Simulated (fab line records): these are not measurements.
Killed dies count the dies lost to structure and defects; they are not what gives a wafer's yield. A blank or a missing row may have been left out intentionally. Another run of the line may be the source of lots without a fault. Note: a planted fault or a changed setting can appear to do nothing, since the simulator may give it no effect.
Which tool did it? || flow sky130 || 36 wafers from 12 lots sampled at 5 of the route's 708 steps

WHAT EACH GAUGE READ, for each wafer
SKY_LI_CONTACT_BOW_MEAS_03. Usual: LI_CONTACT_BOW typically reads 57 um, with standard deviation 6.6.
{"lot": "L706", "measured": "day 28 02:00", "on": "film metro-02", "LI_CONTACT_BOW (um)": "60 47 53", "flag": ""}
{"lot": "L707", "measured": "day 28 02:37", "on": "film metro-04", "LI_CONTACT_BOW (um)": "56 62 63", "flag": ""}
{"lot": "L708", "measured": "day 28 19:00", "on": "film metro-01", "LI_CONTACT_BOW (um)": "61 61 58", "flag": ""}
{"lot": "L710", "measured": "day 29 05:31", "on": "film metro-01", "LI_CONTACT_BOW (um)": "47 52 57", "flag": ""}
{"lot": "L711", "measured": "day 30 04:07", "on": "film metro-02", "LI_CONTACT_BOW (um)": "49 68 48", "flag": ""}
{"lot": "L715", "measured": "day 31 06:53", "on": "film metro-04", "LI_CONTACT_BOW (um)": "46 45 56", "flag": ""}
{"lot": "L718", "measured": "day 32 09:50", "on": "film metro-01", "LI_CONTACT_BOW (um)": "57 57 62", "flag": ""}
{"lot": "L724", "measured": "day 34 03:46", "on": "film metro-04", "LI_CONTACT_BOW (um)": "58 55 49", "flag": ""}
{"lot": "L725", "measured": "day 34 10:12", "on": "film metro-02", "LI_CONTACT_BOW (um)": "46 51 50", "flag": ""}
{"lot": "L726", "measured": "day 34 10:31", "on": "film metro-01", "LI_CONTACT_BOW (um)": "54 61 61", "flag": ""}
{"lot": "L728", "measured": "day 34 22:43", "on": "film metro-01", "LI_CONTACT_BOW (um)": "51 58 61", "flag": ""}
{"lot": "L729", "measured": "day 35 11:02", "on": "film metro-02", "LI_CONTACT_BOW (um)": "64 50 56", "flag": ""}

SKY_LI_CONTACT_THK_MEAS_23: measures by xrf. Usual: LI_CONTACT_W_THK typically reads 394 nm, with standard deviation 7.5.
{"lot": "L706", "measured": "day 29 07:09", "on": "film metro-04", "LI_CONTACT_W_THK (nm)": "377 389 385", "flag": ""}
{"lot": "L707", "measured": "day 29 07:49", "on": "film metro-01", "LI_CONTACT_W_THK (nm)": "397 390 394", "flag": ""}
{"lot": "L708", "measured": "day 30 00:49", "on": "film metro-02", "LI_CONTACT_W_THK (nm)": "397 393 396", "flag": ""}
{"lot": "L710", "measured": "day 30 10:21", "on": "film metro-02", "LI_CONTACT_W_THK (nm)": "397 394 394", "flag": ""}
{"lot": "L711", "measured": "day 31 08:25", "on": "film metro-02", "LI_CONTACT_W_THK (nm)": "398 394 396", "flag": ""}
{"lot": "L715", "measured": "day 32 11:05", "on": "film metro-02", "LI_CONTACT_W_THK (nm)": "390 401 393", "flag": ""}
{"lot": "L718", "measured": "day 33 14:09", "on": "film metro-02", "LI_CONTACT_W_THK (nm)": "410 408 403", "flag": ""}
{"lot": "L724", "measured": "day 35 07:25", "on": "film metro-04", "LI_CONTACT_W_THK (nm)": "403 388 386", "flag": ""}
{"lot": "L725", "measured": "day 35 13:47", "on": "film metro-01", "LI_CONTACT_W_THK (nm)": "415 406 411", "flag": ""}
{"lot": "L726", "measured": "day 35 14:19", "on": "film metro-01", "LI_CONTACT_W_THK (nm)": "399 400 404", "flag": ""}
{"lot": "L728", "measured": "day 36 02:09", "on": "film metro-02", "LI_CONTACT_W_THK (nm)": "401 396 398", "flag": ""}
{"lot": "L729", "measured": "day 36 14:38", "on": "film metro-04", "LI_CONTACT_W_THK (nm)": "384 400 378", "flag": ""}

WHICH TOOL RAN EACH LOT (tool, then ch and the chambers of the sampled wafers, then the start)
{"lot": "L706", "SKY_LI_CONTACT_COAT_06": "litho track-04 ch 0, day 28 15:40", "SKY_LI_CONTACT_ETCH_14": "rie diel-01 ch 0,2, day 29 06:10", "SKY_LI_CONTACT_SPUTTER_20": "pvd sputter-01, day 29 06:50"}
{"lot": "L707", "SKY_LI_CONTACT_COAT_06": "litho track-01 ch 0, day 28 16:31", "SKY_LI_CONTACT_ETCH_14": "rie diel-04 ch 1,3, day 29 06:50", "SKY_LI_CONTACT_SPUTTER_20": "pvd sputter-04, day 29 07:30"}
{"lot": "L708", "SKY_LI_CONTACT_COAT_06": "litho track-04 ch 0, day 29 09:19", "SKY_LI_CONTACT_ETCH_14": "rie diel-01 ch 1,3, day 30 00:01", "SKY_LI_CONTACT_SPUTTER_20": "pvd sputter-01, day 30 00:31"}
{"lot": "L710", "SKY_LI_CONTACT_COAT_06": "litho track-02 ch 0, day 29 19:38", "SKY_LI_CONTACT_ETCH_14": "rie diel-01 ch 1,2, day 30 09:28", "SKY_LI_CONTACT_SPUTTER_20": "pvd sputter-01, day 30 10:02"}
{"lot": "L711", "SKY_LI_CONTACT_COAT_06": "litho track-04 ch 0, day 30 17:45", "SKY_LI_CONTACT_ETCH_14": "rie diel-04 ch 0,1,2, day 31 07:37", "SKY_LI_CONTACT_SPUTTER_20": "pvd sputter-01, day 31 08:07"}
{"lot": "L715", "SKY_LI_CONTACT_COAT_06": "litho track-01 ch 0, day 31 20:22", "SKY_LI_CONTACT_ETCH_14": "rie diel-03 ch 1,2,3, day 32 10:17", "SKY_LI_CONTACT_SPUTTER_20": "pvd sputter-04, day 32 10:47"}
{"lot": "L718", "SKY_LI_CONTACT_COAT_06": "litho track-01 ch 0, day 32 23:20", "SKY_LI_CONTACT_ETCH_14": "rie diel-03 ch 0,2,3, day 33 13:20", "SKY_LI_CONTACT_SPUTTER_20": "pvd sputter-01, day 33 13:50"}
{"lot": "L724", "SKY_LI_CONTACT_COAT_06": "litho track-01 ch 0, day 34 16:37", "SKY_LI_CONTACT_ETCH_14": "rie diel-03 ch 2,3, day 35 06:37", "SKY_LI_CONTACT_SPUTTER_20": "pvd sputter-04, day 35 07:07"}
{"lot": "L725", "SKY_LI_CONTACT_COAT_06": "litho track-01 ch 0, day 34 22:34", "SKY_LI_CONTACT_ETCH_14": "rie diel-03 ch 0,1, day 35 12:59", "SKY_LI_CONTACT_SPUTTER_20": "pvd sputter-04, day 35 13:29"}
{"lot": "L726", "SKY_LI_CONTACT_COAT_06": "litho track-02 ch 0, day 34 22:53", "SKY_LI_CONTACT_ETCH_14": "rie diel-04 ch 0,3, day 35 13:19", "SKY_LI_CONTACT_SPUTTER_20": "pvd sputter-02, day 35 13:59"}
{"lot": "L728", "SKY_LI_CONTACT_COAT_06": "litho track-04 ch 0, day 35 12:02", "SKY_LI_CONTACT_ETCH_14": "rie diel-04 ch 1,2, day 36 01:19", "SKY_LI_CONTACT_SPUTTER_20": "pvd sputter-01, day 36 01:49"}
{"lot": "L729", "SKY_LI_CONTACT_COAT_06": "litho track-02 ch 0, day 36 00:02", "SKY_LI_CONTACT_ETCH_14": "rie diel-04 ch 0,2, day 36 13:49", "SKY_LI_CONTACT_SPUTTER_20": "pvd sputter-04, day 36 14:19"}
- SKY_LI_CONTACT_COAT_06: resist thk 60 nm.
- SKY_LI_CONTACT_ETCH_14: etches BARC in N2/H2, stops on SiO2, time 45.9 s, target depth 60 nm.
- SKY_LI_CONTACT_SPUTTER_20: material TiN, target thk 20 nm, time 80 s.

WHAT THE TOOLS THEMSELVES READ (means of the sampled wafers that have a number; where no wafer has one, the mark that the record gives instead)
SKY_LI_CONTACT_COAT_06. Usual: exhaust pa 44.9 Pa, standard deviation 0.86.
{"lot": "L706", "tool": "litho track-04", "exhaust pa (Pa)": 45.8, "flag": ""}
{"lot": "L707", "tool": "litho track-01", "exhaust pa (Pa)": 45.0, "flag": ""}
{"lot": "L708", "tool": "litho track-04", "exhaust pa (Pa)": 44.3, "flag": ""}
{"lot": "L710", "tool": "litho track-02", "exhaust pa (Pa)": 44.0, "flag": ""}
{"lot": "L711", "tool": "litho track-04", "exhaust pa (Pa)": 45.0, "flag": ""}
{"lot": "L715", "tool": "litho track-01", "exhaust pa (Pa)": 43.5, "flag": ""}
{"lot": "L718", "tool": "litho track-01", "exhaust pa (Pa)": 46.2, "flag": ""}
{"lot": "L724", "tool": "litho track-01", "exhaust pa (Pa)": 45.1, "flag": ""}
{"lot": "L725", "tool": "litho track-01", "exhaust pa (Pa)": 44.4, "flag": ""}
{"lot": "L726", "tool": "litho track-02", "exhaust pa (Pa)": 45.7, "flag": ""}
{"lot": "L728", "tool": "litho track-04", "exhaust pa (Pa)": 44.6, "flag": ""}
{"lot": "L729", "tool": "litho track-02", "exhaust pa (Pa)": 45.5, "flag": ""}

SKY_LI_CONTACT_ETCH_14. Usual: drypump motor current A 5.6 A, standard deviation 0.48; oes product au 0.855 a.u., standard deviation 0.0047; throttle valve pct 13.223 %, standard deviation 0.0088.
{"lot": "L706", "tool": "rie diel-01", "drypump motor current A (A)": 6.1, "oes product au (a.u.)": 0.855, "throttle valve pct (%)": 13.224, "flag": ""}
{"lot": "L707", "tool": "rie diel-04", "drypump motor current A (A)": 5.4, "oes product au (a.u.)": 0.853, "throttle valve pct (%)": 13.224, "flag": ""}
{"lot": "L708", "tool": "rie diel-01", "drypump motor current A (A)": 5.4, "oes product au (a.u.)": 0.853, "throttle valve pct (%)": 13.220, "flag": ""}
{"lot": "L710", "tool": "rie diel-01", "drypump motor current A (A)": 5.6, "oes product au (a.u.)": 0.854, "throttle valve pct (%)": 13.214, "flag": ""}
{"lot": "L711", "tool": "rie diel-04", "drypump motor current A (A)": 5.4, "oes product au (a.u.)": 0.851, "throttle valve pct (%)": 13.220, "flag": ""}
{"lot": "L715", "tool": "rie diel-03", "drypump motor current A (A)": 5.8, "oes product au (a.u.)": 0.855, "throttle valve pct (%)": 13.230, "flag": ""}
{"lot": "L718", "tool": "rie diel-03", "drypump motor current A (A)": 5.5, "oes product au (a.u.)": 0.860, "throttle valve pct (%)": 13.220, "flag": ""}
{"lot": "L724", "tool": "rie diel-03", "drypump motor current A (A)": 5.4, "oes product au (a.u.)": 0.799, "throttle valve pct (%)": 13.213, "flag": "OFF"}
{"lot": "L725", "tool": "rie diel-03", "drypump motor current A (A)": 5.9, "oes product au (a.u.)": 0.804, "throttle valve pct (%)": 13.220, "flag": "OFF"}
{"lot": "L726", "tool": "rie diel-04", "drypump motor current A (A)": 5.0, "oes product au (a.u.)": 0.858, "throttle valve pct (%)": 13.215, "flag": ""}
{"lot": "L728", "tool": "rie diel-04", "drypump motor current A (A)": 5.7, "oes product au (a.u.)": 0.852, "throttle valve pct (%)": 13.222, "flag": ""}
{"lot": "L729", "tool": "rie diel-04", "drypump motor current A (A)": 5.2, "oes product au (a.u.)": 0.858, "throttle valve pct (%)": 13.227, "flag": ""}

SKY_LI_CONTACT_SPUTTER_20. Usual: throttle valve pct 29.8 %, standard deviation 0.5.
{"lot": "L706", "tool": "pvd sputter-01", "throttle valve pct (%)": 29.9, "flag": ""}
{"lot": "L707", "tool": "pvd sputter-04", "throttle valve pct (%)": 30.0, "flag": ""}
{"lot": "L708", "tool": "pvd sputter-01", "throttle valve pct (%)": 29.9, "flag": ""}
{"lot": "L710", "tool": "pvd sputter-01", "throttle valve pct (%)": 29.9, "flag": ""}
{"lot": "L711", "tool": "pvd sputter-01", "throttle valve pct (%)": 29.0, "flag": ""}
{"lot": "L715", "tool": "pvd sputter-04", "throttle valve pct (%)": 29.9, "flag": ""}
{"lot": "L718", "tool": "pvd sputter-01", "throttle valve pct (%)": 28.9, "flag": ""}
{"lot": "L724", "tool": "pvd sputter-04", "throttle valve pct (%)": 29.9, "flag": ""}
{"lot": "L725", "tool": "pvd sputter-04", "throttle valve pct (%)": 29.7, "flag": ""}
{"lot": "L726", "tool": "pvd sputter-02", "throttle valve pct (%)": 29.7, "flag": ""}
{"lot": "L728", "tool": "pvd sputter-01", "throttle valve pct (%)": 29.9, "flag": ""}
{"lot": "L729", "tool": "pvd sputter-04", "throttle valve pct (%)": 30.1, "flag": ""}

THE ANSWER, worked out from the rows above alone
Rule: a lot is off if the mean of its wafers that have a number lies more than 3 standard deviations from the usual mean. A lot without any number at a reading at which 4 lots or more have one is off too. Any other lot the step has rows for is counted as sound. After the gauges, taken in route order, come the tools' own readings; for these a lot's mean is taken, as printed above. The first step at which some lot is off is used, and at that step the reading that is off furthest; a lot without a number counts as furthest.
Off: L724, L725 (SKY_LI_CONTACT_ETCH_14, oes product au).
If a tool, at that step or one of the process steps before it, ran each lot that is off and ran no sound lot following the first of them, it fits. This does not decide it: 2 tools fit, namely litho track-01 at SKY_LI_CONTACT_COAT_06 and rie diel-03 at SKY_LI_CONTACT_ETCH_14.

WHAT HAD BEEN PUT IN BY THE SIMULATOR
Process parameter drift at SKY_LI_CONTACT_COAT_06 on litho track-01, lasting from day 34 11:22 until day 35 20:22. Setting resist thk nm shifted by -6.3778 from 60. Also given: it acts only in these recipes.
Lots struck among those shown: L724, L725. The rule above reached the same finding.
